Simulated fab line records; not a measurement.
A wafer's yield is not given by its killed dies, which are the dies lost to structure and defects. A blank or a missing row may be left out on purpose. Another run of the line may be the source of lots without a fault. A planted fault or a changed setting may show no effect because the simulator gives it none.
Which tool was responsible? || flow gf180mcu || 33 wafers sampled from 11 lots at 1 step of a route of 602

== WHAT EACH GAUGE READ, for each wafer ==
GF_SALICIDE_RS_MEAS_04: measures by four-point-probe.
{"lot": "L125", "measured": "day 15 06:59", "on": "film metro-01", "SALICIDE_TIN_RS (ohm/sq)": "16.43 16.41 16.52"}
{"lot": "L127", "measured": "day 16 07:31", "on": "film metro-02", "SALICIDE_TIN_RS (ohm/sq)": "16.25 16.26 16.20"}
{"lot": "L128", "measured": "day 16 09:56", "on": "film metro-02", "SALICIDE_TIN_RS (ohm/sq)": "16.49 15.97 16.28"}
{"lot": "L133", "measured": "day 18 01:47", "on": "film metro-01", "SALICIDE_TIN_RS (ohm/sq)": "16.07 15.93 16.06"}
{"lot": "L135", "measured": "day 19 00:47", "on": "film metro-01", "SALICIDE_TIN_RS (ohm/sq)": "16.31 16.63 16.59"}
{"lot": "L136", "measured": "day 19 03:49", "on": "film metro-03", "SALICIDE_TIN_RS (ohm/sq)": "15.98 16.12 16.01"}
{"lot": "L137", "measured": "day 20 03:30", "on": "film metro-02", "SALICIDE_TIN_RS (ohm/sq)": "15.97 16.28 16.25"}
{"lot": "L142", "measured": "day 21 16:10", "on": "film metro-03", "SALICIDE_TIN_RS (ohm/sq)": "16.59 16.77 16.62"}
{"lot": "L144", "measured": "day 22 06:40", "on": "film metro-03", "SALICIDE_TIN_RS (ohm/sq)": "16.13 16.03 16.32"}
{"lot": "L145", "measured": "day 22 12:43", "on": "film metro-02", "SALICIDE_TIN_RS (ohm/sq)": "16.15 16.21 16.21"}
{"lot": "L147", "measured": "day 23 13:21", "on": "film metro-03", "SALICIDE_TIN_RS (ohm/sq)": "16.74 16.48 16.49"}

== TOOL THAT RAN EACH LOT (tool first, then ch and the chambers of the sampled wafers, then the start) ==
Before these readings, the record contains no process step.

== THE ANSWER, worked out from the rows above alone ==
Rule: what is usual is taken from the lots themselves. The widest of any qualifying gaps counts: lots, ordered by their means at a reading, are off when they make up no more than a third of the lots, leave a main group of 4 or more, and stand apart from it by 3 or more times the standard deviation of that group's means. The tables above print the reading to a certain number of digits; a main group whose means all agree to those digits is not used. A lot without any number at a reading at which 4 lots or more have one is off too. All remaining lots with rows at the step are treated as sound.
No lot is off on any of the readings shown, so nothing can be concluded from this.

== WHAT HAD BEEN PUT IN BY THE SIMULATOR ==
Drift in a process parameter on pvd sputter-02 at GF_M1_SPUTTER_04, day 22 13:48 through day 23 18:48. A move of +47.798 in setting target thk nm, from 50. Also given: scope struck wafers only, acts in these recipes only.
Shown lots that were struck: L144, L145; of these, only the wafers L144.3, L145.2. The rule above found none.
